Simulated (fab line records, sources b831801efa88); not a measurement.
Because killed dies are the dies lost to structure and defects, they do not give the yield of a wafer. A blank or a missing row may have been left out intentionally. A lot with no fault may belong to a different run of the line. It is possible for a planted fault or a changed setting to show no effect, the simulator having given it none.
Which of the tools did it? + flow sky130 + 33 wafers from 11 lots sampled at 4 of the route's 708 steps

== WHAT THE GAUGES SHOWED, per wafer ==
SKY_VIA3_THK_MEAS_01. Usual: VIA3_HDPCVD_THK typically reads 1648 nm, with standard deviation 17.
| lot  | measured     | on            | VIA3_HDPCVD_THK (nm) | flag |
|------|--------------|---------------|----------------------|------|
| L771 | day 38 13:14 | film_metro-03 | 1608 1637 1634       |      |
| L772 | day 39 06:17 | film_metro-04 | 1652 1663 1646       |      |
| L773 | day 39 11:38 | film_metro-03 | 1643 1641 1629       |      |
| L775 | day 39 19:50 | film_metro-02 | 1646 1656 1649       |      |
| L776 | day 40 06:56 | film_metro-03 | 1631 1627 1631       |      |
| L783 | day 41 23:04 | film_metro-04 | 1668 1649 1645       |      |
| L788 | day 43 13:20 | film_metro-02 | 1651 1658 1956       | OFF  |
| L789 | day 43 17:36 | film_metro-03 | 1666 1974 1978       | OFF  |
| L790 | day 43 20:34 | film_metro-04 | 1624 1667 1666       |      |
| L791 | day 44 06:52 | film_metro-02 | 1644 1650 1657       |      |
| L793 | day 44 17:56 | film_metro-02 | 1658 1655 1667       |      |

== TOOL THAT RAN EACH LOT (tool first, then ch and the chambers of the sampled wafers, then the start) ==
| lot  | SKY_LI_CONTACT_CMP_24         | SKY_CONTACT_STRIP_19                 | SKY_VIA3_HDPCVD_00               |
|------|-------------------------------|--------------------------------------|----------------------------------|
| L771 | cmp-01 ch 0,1, day 29 04:52   | plasma_asher-03 ch 1, day 31 14:46   | hdpcvd-01 ch 0,1,2, day 38 13:04 |
| L772 | cmp-01 ch 0,1,3, day 29 22:57 | plasma_asher-04 ch 0,1, day 32 08:09 | hdpcvd-01 ch 0,1,2, day 39 06:11 |
| L773 | cmp-02 ch 2,3, day 30 06:40   | plasma_asher-04 ch 0,1, day 32 14:42 | hdpcvd-01 ch 0,1,2, day 39 11:28 |
| L775 | cmp-02 ch 0,2,3, day 30 15:22 | plasma_asher-03 ch 0,1, day 33 00:22 | hdpcvd-01 ch 1,2, day 39 19:40   |
| L776 | cmp-01 ch 0,2,3, day 31 03:22 | plasma_asher-04 ch 0,1, day 33 11:13 | hdpcvd-01 ch 1,2, day 40 06:46   |
| L783 | cmp-02 ch 1,2,3, day 32 22:11 | plasma_asher-03 ch 0,1, day 35 05:37 | hdpcvd-02 ch 0,2, day 41 22:54   |
| L788 | cmp-01 ch 0,2, day 34 18:19   | plasma_asher-03 ch 0,1, day 36 23:37 | hdpcvd-01 ch 0,2, day 43 13:09   |
| L789 | cmp-02 ch 1,2,3, day 34 23:20 | plasma_asher-02 ch 0,1, day 37 05:22 | hdpcvd-01 ch 0,1, day 43 17:25   |
| L790 | cmp-02 ch 0,2,3, day 35 05:43 | plasma_asher-02 ch 0,1, day 37 10:25 | hdpcvd-02 ch 0,1, day 43 20:24   |
| L791 | cmp-01 ch 1,2,3, day 35 15:40 | plasma_asher-04 ch 0,1, day 37 21:01 | hdpcvd-02 ch 0,2, day 44 06:43   |
| L793 | cmp-02 ch 0,1,2, day 36 03:31 | plasma_asher-02 ch 0,1, day 38 08:10 | hdpcvd-02 ch 0,2, day 44 17:46   |
- SKY_LI_CONTACT_CMP_24: polishes, stops on PSG, t overpolish 20 s, target thk 0 nm.
- SKY_CONTACT_STRIP_19: strips in O2/N2.
- SKY_VIA3_HDPCVD_00: deposits SiO2, target thk 1635 nm, time 272.5 s.

== AS READ BY THE TOOLS THEMSELVES (means over the sampled wafers that have a number; for cases with no such wafer, the mark the record gives instead) ==
SKY_LI_CONTACT_CMP_24. Usual: edge_zone_pressure_frac 1.000, standard deviation 0.0047; motor_current_A 11.2 A, standard deviation 1.3; overpolish_run_s 20.000 s, standard deviation 0.0083; time_to_endpoint_s 98 s, standard deviation 4.6.
| lot  | tool   | edge_zone_pressure_frac | motor_current_A (A) | overpolish_run_s (s) | time_to_endpoint_s (s) | flag |
|------|--------|-------------------------|---------------------|----------------------|------------------------|------|
| L771 | cmp-01 | 1.005                   | 11.2                | 19.998               | 101                    |      |
| L772 | cmp-01 | 0.999                   | 10.7                | 20.009               | 102                    |      |
| L773 | cmp-02 | 1.001                   | 13.3                | 19.998               | 95                     |      |
| L775 | cmp-02 | 0.998                   | 12.7                | 19.999               | 96                     |      |
| L776 | cmp-01 | 1.002                   | 10.6                | 19.994               | 93                     |      |
| L783 | cmp-02 | 1.001                   | 12.3                | 19.993               | 101                    |      |
| L788 | cmp-01 | 1.000                   | 10.7                | 20.002               | 103                    |      |
| L789 | cmp-02 | 0.999                   | 12.1                | 19.998               | 91                     |      |
| L790 | cmp-02 | 1.005                   | 13.2                | 20.004               | 95                     |      |
| L791 | cmp-01 | 1.003                   | 10.2                | 20.005               | 99                     |      |
| L793 | cmp-02 | 1.004                   | 11.7                | 19.996               | 91                     |      |

SKY_CONTACT_STRIP_19. Usual: drypump_motor_current_A 5.57 A, standard deviation 0.12; oes_product_au 0.382 a.u., standard deviation 0.0048; strip_time_to_endpoint_s 3.64 s, standard deviation 0.03.
| lot  | tool            | drypump_motor_current_A (A) | oes_product_au (a.u.) | strip_time_to_endpoint_s (s) | flag |
|------|-----------------|-----------------------------|-----------------------|------------------------------|------|
| L771 | plasma_asher-03 | 5.68                        | 0.381                 | 3.64                         |      |
| L772 | plasma_asher-04 | 5.51                        | 0.381                 | 3.64                         |      |
| L773 | plasma_asher-04 | 5.49                        | 0.385                 | 3.67                         |      |
| L775 | plasma_asher-03 | 5.65                        | 0.382                 | 3.62                         |      |
| L776 | plasma_asher-04 | 5.51                        | 0.381                 | 3.64                         |      |
| L783 | plasma_asher-03 | 5.67                        | 0.380                 | 3.65                         |      |
| L788 | plasma_asher-03 | 5.66                        | 0.381                 | 3.65                         |      |
| L789 | plasma_asher-02 | 5.52                        | 0.389                 | 3.64                         |      |
| L790 | plasma_asher-02 | 5.43                        | 0.383                 | 3.64                         |      |
| L791 | plasma_asher-04 | 5.60                        | 0.383                 | 3.62                         |      |
| L793 | plasma_asher-02 | 5.51                        | 0.382                 | 3.64                         |      |

SKY_VIA3_HDPCVD_00. Usual: sih4_flow_sccm reads 60.05 sccm (standard deviation 0.19).
| lot  | tool      | sih4_flow_sccm (sccm) | flag |
|------|-----------|-----------------------|------|
| L771 | hdpcvd-01 | 60.16                 |      |
| L772 | hdpcvd-01 | 60.01                 |      |
| L773 | hdpcvd-01 | 60.13                 |      |
| L775 | hdpcvd-01 | 60.09                 |      |
| L776 | hdpcvd-01 | 60.31                 |      |
| L783 | hdpcvd-02 | 60.02                 |      |
| L788 | hdpcvd-01 | 63.96                 | OFF  |
| L789 | hdpcvd-01 | 68.11                 | OFF  |
| L790 | hdpcvd-02 | 60.03                 |      |
| L791 | hdpcvd-02 | 60.14                 |      |
| L793 | hdpcvd-02 | 60.10                 |      |

== THE ANSWER, worked out from the rows above alone ==
Rule: a lot counts as off when the mean over its wafers that have a number is more than 3 standard deviations away from the usual mean. Also off: a lot with no number at a reading for which 4 or more lots have one. Where the step has rows for the other lots, those lots are counted as sound. After the gauges, taken in route order, come the tools' own readings; for these a lot's mean is taken, as printed above. The first step at which some lot is off is used, and at that step the reading that is off furthest; a lot without a number counts as furthest.
Off: L788, L789, at SKY_VIA3_THK_MEAS_01 (VIA3_HDPCVD_THK).
A tool fits if, at a process step before that reading, it ran every lot that is off, and no sound lot after the first of them. The gauges at SKY_VIA3_THK_MEAS_01 aren't tried: what is off there is off at SKY_VIA3_HDPCVD_00 too, on other tools, and a gauge's error can't cause that. One fits: SKY_VIA3_HDPCVD_00 on hdpcvd-01. A fault onset in the window from L776 (day 40 06:46, its last sound lot) to L788 (day 43 13:09, its first lot off) fits.
On the lots that are off, the tool's own readings at SKY_VIA3_HDPCVD_00 differ by more than 5 times the standard deviation of the sound lots' means, which bears it out; sih4_flow_sccm reads 66.03 sccm there versus 60.11 sccm on the sound lots.

== WHAT THE SIMULATOR HAD PUT IN ==
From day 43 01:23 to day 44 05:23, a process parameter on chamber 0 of hdpcvd-01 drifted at SKY_VIA3_HDPCVD_00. Setting sih4_flow_sccm, moved by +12, from 60. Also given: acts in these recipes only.
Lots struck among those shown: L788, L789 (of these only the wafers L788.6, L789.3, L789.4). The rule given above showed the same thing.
